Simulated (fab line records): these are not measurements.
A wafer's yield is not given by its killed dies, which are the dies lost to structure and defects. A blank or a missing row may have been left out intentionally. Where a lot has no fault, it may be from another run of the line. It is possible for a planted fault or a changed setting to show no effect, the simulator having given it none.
Split-lot trial | flow sfq_line | on a route of 325 steps: 5 lots, 23 wafers read

== THE SPLIT ITSELF ==
At SFQ_TRILAYER_JJ_TRILAYER_DEP_SPUTTER_110 (material Al, target thk 8 nm, time 10 s), the setting time_s was moved away from the recipe's 10 s on 9 of the 23 wafers read, by -13.8% to +13.6%. This setting was run at the recipe's value on the other wafers.

The reading is taken at the split's own step.

== THE READING ==
Al_of_TRILAYER_JJ_TRILAYER_DEP_SPUTTER_110.thk_nm (the simulator's own value, which no gauge read), in nm, at SFQ_TRILAYER_JJ_TRILAYER_DEP_SPUTTER_110 (material Al, target thk 8 nm, time 10 s). No usual value for it is given in the file. Average 8.092 nm, standard deviation 0.14 nm, over the 14 wafers here run with the recipe.

wafer  | tool, chamber at the split | time_s as run, s | against the recipe | Al_of_TRILAYER_JJ_TRILAYER_DEP_SPUTTER_110.thk_nm, nm | against lot-mates on the recipe
L074.1 | pvd_sputter-06, -          | 10               | recipe             | 8.097                                                 | -
L074.2 | pvd_sputter-06, -          | 10               | recipe             | 7.861                                                 | -
L074.3 | pvd_sputter-06, -          | 11.36            | +13.6%             | 9.008                                                 | +1.029
L074.5 | pvd_sputter-06, -          | 11.36            | +13.6%             | 8.957                                                 | +0.978
L074.6 | pvd_sputter-06, -          | 11.36            | +13.6%             | 8.944                                                 | +0.965
L075.1 | pvd_sputter-03, -          | 8.622            | -13.8%             | 6.863                                                 | -1.064
L075.2 | pvd_sputter-03, -          | 8.622            | -13.8%             | 6.803                                                 | -1.124
L075.3 | pvd_sputter-03, -          | 10               | recipe             | 7.881                                                 | -
L075.5 | pvd_sputter-03, -          | 10               | recipe             | 7.973                                                 | -
L075.6 | pvd_sputter-03, -          | 8.622            | -13.8%             | 6.905                                                 | -1.022
L078.1 | pvd_sputter-05, -          | 10               | recipe             | 8.286                                                 | -
L078.2 | pvd_sputter-05, -          | 10               | recipe             | 8.22                                                  | -
L078.3 | pvd_sputter-05, -          | 10               | recipe             | 8.3                                                   | -
L078.4 | pvd_sputter-05, -          | 10               | recipe             | 8.171                                                 | -
L078.5 | pvd_sputter-05, -          | 10               | recipe             | 8.282                                                 | -
L079.2 | pvd_sputter-05, -          | 10               | recipe             | 8.074                                                 | -
L079.4 | pvd_sputter-05, -          | 10               | recipe             | 8.11                                                  | -
L079.6 | pvd_sputter-05, -          | 10               | recipe             | 7.974                                                 | -
L082.2 | pvd_sputter-06, -          | 10               | recipe             | 8.125                                                 | -
L082.3 | pvd_sputter-06, -          | 11.33            | +13.3%             | 8.904                                                 | +0.877
L082.4 | pvd_sputter-06, -          | 11.33            | +13.3%             | 8.962                                                 | +0.934
L082.5 | pvd_sputter-06, -          | 11.33            | +13.3%             | 8.912                                                 | +0.885
L082.6 | pvd_sputter-06, -          | 10               | recipe             | 7.93                                                  | -

THE FIT
A straight line over all 23 wafers: Al_of_TRILAYER_JJ_TRILAYER_DEP_SPUTTER_110.thk_nm changes by +0.0741 nm for each +1% of time_s; r = +0.97; the points scatter about the line by 0.15 nm.
The same after taking each lot's own level away (the mean of its wafers on the recipe; 23 wafers): +0.0732 nm for each +1%; r = +0.99; scatter 0.07 nm.
On that fit, the largest move of time_s shifts the reading by 1 nm.
From 7.9270 to 8.2518 nm: that is the span of the lots' own levels, equal to 2.2 times the standard deviation above.
So the lot-to-lot level changes the slope little: the two slopes agree.
Check: -1.02 nm against its lot-mates is what the line predicts for one of the wafers moved furthest among these (-13.8%) when that wafer is left out of the fit. Against them it came out at -1.06 nm.

== THESE WAFERS: OTHER SPLITS ==
Other splits were also applied to these wafers ahead of the reading. Each is held against what the fit with the lots' levels taken away leaves over:
other split on the same wafers                  | wafers away from the commonest value | r with Al_of_TRILAYER_JJ_TRILAYER_DEP_SPUTTER_110.thk_nm (lot level and that fit taken away)
SFQ_TRILAYER_I2_VIA_LITHO_EXPOSE_068 dose_mj    | 4                                    | +0.30
SFQ_TRILAYER_M3_LITHO_COAT_080 spin_rpm         | 9                                    | -0.27
SFQ_TRILAYER_M3_ETCH_METAL_ETCH_078 icp_w       | 11                                   | -0.21
SFQ_TRILAYER_I3_VIA_LITHO_COAT_090 spin_rpm     | 7                                    | -0.31
SFQ_TRILAYER_M4_LITHO_PEB_096 peb_time_s        | 11                                   | +0.07
SFQ_TRILAYER_M4_BARC_OPEN_METAL_ETCH_123 bias_w | 8                                    | -0.30
SFQ_TRILAYER_I4_CMP_CMP_100 down_force_psi      | 5                                    | +0.14
SFQ_TRILAYER_I4_VIA_LITHO_PEB_106 peb_temp_c    | 9                                    | -0.22

== THE FILE'S OWN FIT ==
Al_of_TRILAYER_JJ_TRILAYER_DEP_SPUTTER_110.thk_nm changes by +0.0728 nm for each +1% of time_s, r = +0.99.
